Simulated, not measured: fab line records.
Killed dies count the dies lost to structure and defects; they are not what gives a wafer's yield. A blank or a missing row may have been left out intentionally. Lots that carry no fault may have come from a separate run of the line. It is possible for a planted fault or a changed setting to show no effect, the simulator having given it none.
Which tool did it? | flow gf180mcu | Sampling: 14 lots, 42 wafers, 5 of 602 route steps

== WHAT THE GAUGES SHOWED, per wafer ==
GF_MVSD_OVL_MEAS_07. Usual: MVSD_OVL typically reads 0.2 nm, with standard deviation 1.2.
lot  | measured    | on         | MVSD_OVL (nm) | flag
L109 | day 5 08:35 | overlay-02 | -2.7 0.2 -0.4 |
L111 | day 5 20:14 | overlay-01 | 1.2 0.5 1.2   |
L112 | day 6 01:46 | overlay-02 | 0.6 -2.0 2.0  |
L113 | day 6 10:05 | overlay-01 | -1.0 -0.6 1.6 |
L114 | day 6 20:07 | overlay-02 | 0.5 -0.4 1.2  |
L116 | day 7 05:10 | overlay-02 | 0.8 -0.9 -1.7 |
L115 | day 7 05:42 | overlay-02 | 0.0 0.5 0.1   |
L117 | day 7 11:03 | overlay-01 | -0.7 1.0 1.8  |
L118 | day 7 14:47 | overlay-02 | -2.1 0.0 0.3  |
L121 | day 8 10:31 | overlay-01 | 2.7 -0.9 1.6  |
L122 | day 8 16:46 | overlay-01 | -0.4 -0.3 0.9 |
L123 | day 8 23:31 | overlay-02 | 0.6 -0.2 0.8  |
L124 | day 9 00:09 | overlay-02 | -0.2 2.5 1.3  |
L125 | day 9 04:57 | overlay-02 | -0.4 -0.7 0.1 |

GF_HV_LDD_RS_MEAS_53: measures by four-point-probe. Usual: HV_LDD_RS typically reads 418.6 ohm/sq, with standard deviation 1.
lot  | measured     | on            | HV_LDD_RS (ohm/sq) | flag
L109 | day 13 14:34 | film-metro-03 | 417.5 417.2 417.8  |
L111 | day 14 08:15 | film-metro-03 | 418.8 419.1 417.7  |
L112 | day 14 17:26 | film-metro-03 | 418.8 419.8 419.6  |
L113 | day 15 03:05 | film-metro-02 | 418.5 418.0 417.4  |
L114 | day 15 16:31 | film-metro-03 | 418.1 418.6 419.5  |
L116 | day 16 02:44 | film-metro-02 | 419.8 419.7 419.8  |
L115 | day 16 05:33 | film-metro-02 | 418.0 418.9 418.9  |
L117 | day 16 12:06 | film-metro-02 | 419.7 418.7 419.2  |
L118 | day 16 18:11 | film-metro-02 | 418.3 418.8 419.8  |
L121 | day 18 01:23 | film-metro-03 | 417.5 418.3 418.6  |
L122 | day 18 07:23 | film-metro-04 | 418.9 419.2 418.8  |
L123 | day 18 14:08 | film-metro-04 | 423.9 424.5 422.9  | OFF
L124 | day 18 23:45 | film-metro-04 | 418.4 417.9 417.8  |
L125 | day 19 02:20 | film-metro-02 | 427.8 426.6 427.4  | OFF

GF_M1_RS_MEAS_05: measures by four-point-probe. Usual: M1_ALCU_RS typically reads 0.0699 ohm/sq, with standard deviation 0.0011.
lot  | measured     | on            | M1_ALCU_RS (ohm/sq)  | flag
L109 | day 17 12:54 | film-metro-01 | 0.0712 0.0724 0.0709 |
L111 | day 18 07:35 | film-metro-03 | 0.0674 0.0679 0.0676 |
L112 | day 18 18:04 | film-metro-01 | 0.0706 0.0714 0.0712 |
L113 | day 19 05:56 | film-metro-01 | 0.0703 0.0701 0.0708 |
L114 | day 19 19:34 | film-metro-03 | 0.0695 0.0708 0.0696 |
L116 | day 20 08:00 | film-metro-03 | 0.0708 0.0697 0.0688 |
L115 | day 20 09:44 | film-metro-01 | 0.0691 0.0707 0.0686 |
L117 | day 20 16:36 | film-metro-01 | 0.0713 0.0721 0.0699 |
L118 | day 20 23:40 | film-metro-04 | 0.0699 0.0684 0.0703 |
L121 | day 22 09:07 | film-metro-03 | 0.0710 0.0688 0.0711 |
L122 | day 22 14:31 | film-metro-04 | 0.0708 0.0712 0.0717 |
L123 | day 22 21:26 | film-metro-01 | 0.0698 0.0686 0.0685 |
L124 | day 23 05:26 | film-metro-03 | 0.0676 0.0694 0.0696 |
L125 | day 23 09:14 | film-metro-03 | 0.0691 0.0698 0.0688 |

== WHICH TOOL RAN EACH LOT (tool, then ch and the chambers of the sampled wafers, then the start) ==
lot  | GF_HV_LDD_IMPLANT_09            | GF_SALICIDE_RTA_06
L109 | implanter-04 ch 0, day 11 03:17 | rtp-anneal-01 ch 0, day 16 11:47
L111 | implanter-02 ch 0, day 11 18:18 | rtp-anneal-02 ch 0, day 17 05:46
L112 | implanter-02 ch 0, day 12 03:01 | rtp-anneal-01 ch 0, day 17 16:37
L113 | implanter-02 ch 0, day 12 11:00 | rtp-anneal-02 ch 0, day 18 03:39
L114 | implanter-04 ch 0, day 13 00:13 | rtp-anneal-01 ch 0, day 18 16:50
L116 | implanter-04 ch 0, day 13 08:53 | rtp-anneal-02 ch 0, day 19 05:16
L115 | implanter-01 ch 0, day 13 13:20 | rtp-anneal-02 ch 0, day 19 07:14
L117 | implanter-01 ch 0, day 13 18:29 | rtp-anneal-02 ch 0, day 19 14:13
L118 | implanter-01 ch 0, day 14 00:10 | rtp-anneal-02 ch 0, day 19 21:03
L121 | implanter-01 ch 0, day 15 04:01 | rtp-anneal-02 ch 0, day 21 07:01
L122 | implanter-01 ch 0, day 15 10:38 | rtp-anneal-01 ch 0, day 21 11:38
L123 | implanter-01 ch 0, day 15 15:46 | rtp-anneal-01 ch 0, day 21 19:26
L124 | implanter-02 ch 0, day 16 01:36 | rtp-anneal-02 ch 0, day 22 03:52
L125 | implanter-01 ch 0, day 16 02:58 | rtp-anneal-02 ch 0, day 22 07:27
- GF_HV_LDD_IMPLANT_09
- GF_SALICIDE_RTA_06: time 30 s.

== WHAT THE TOOLS THEMSELVES READ (means of the sampled wafers that have a number; where no wafer has one, the mark that the record gives instead) ==
GF_SALICIDE_RTA_06. Usual: lamp-power-pct 5.9 %, standard deviation 0.56; wafer_temp_C_max 533.6, standard deviation 0.68.
lot  | tool          | lamp-power-pct (%) | wafer_temp_C_max | flag
L109 | rtp-anneal-01 | 6.6                | 533.0            |
L111 | rtp-anneal-02 | 5.4                | 533.7            |
L112 | rtp-anneal-01 | 6.6                | 532.9            |
L113 | rtp-anneal-02 | 5.4                | 533.9            |
L114 | rtp-anneal-01 | 6.6                | 533.1            |
L116 | rtp-anneal-02 | 5.4                | 533.8            |
L115 | rtp-anneal-02 | 5.4                | 533.5            |
L117 | rtp-anneal-02 | 5.4                | 533.7            |
L118 | rtp-anneal-02 | 5.4                | 533.8            |
L121 | rtp-anneal-02 | 5.4                | 533.8            |
L122 | rtp-anneal-01 | 6.6                | 533.1            |
L123 | rtp-anneal-01 | 6.6                | 533.2            |
L124 | rtp-anneal-02 | 5.4                | 533.5            |
L125 | rtp-anneal-02 | 5.4                | 533.0            |

== THE ANSWER, worked out from the rows above alone ==
Rule: a lot is off if the mean of its wafers that have a number lies more than 3 standard deviations from the usual mean. A lot without any number at a reading at which 4 lots or more have one is off too. Where the step has rows for the other lots, those lots are counted as sound. The gauges are gone through in route order, then the tools' own readings, and for those a lot's mean is taken as printed above. The first step at which some lot is off is used, and at that step the reading that is off furthest; a lot without a number counts as furthest.
Off: at GF_HV_LDD_RS_MEAS_53 (HV_LDD_RS), L123, L125.
If a tool, at a process step before that reading, ran all the lots that are off and no sound lot after the first of them, it fits. The gauges at GF_HV_LDD_RS_MEAS_53 are tried like those tools. One candidate fits, namely implanter-01 at GF_HV_LDD_IMPLANT_09. Its last sound lot is L122 (day 15 10:38), its first lot that is off L123 (day 15 15:46): a fault that began between those two fits.

== WHAT WAS PUT IN BY THE SIMULATOR ==
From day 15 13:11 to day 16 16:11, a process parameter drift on implanter-01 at GF_HV_LDD_IMPLANT_09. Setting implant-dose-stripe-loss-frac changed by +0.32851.
Struck lots among those shown: L123, L125. This agrees with what the rule above found.
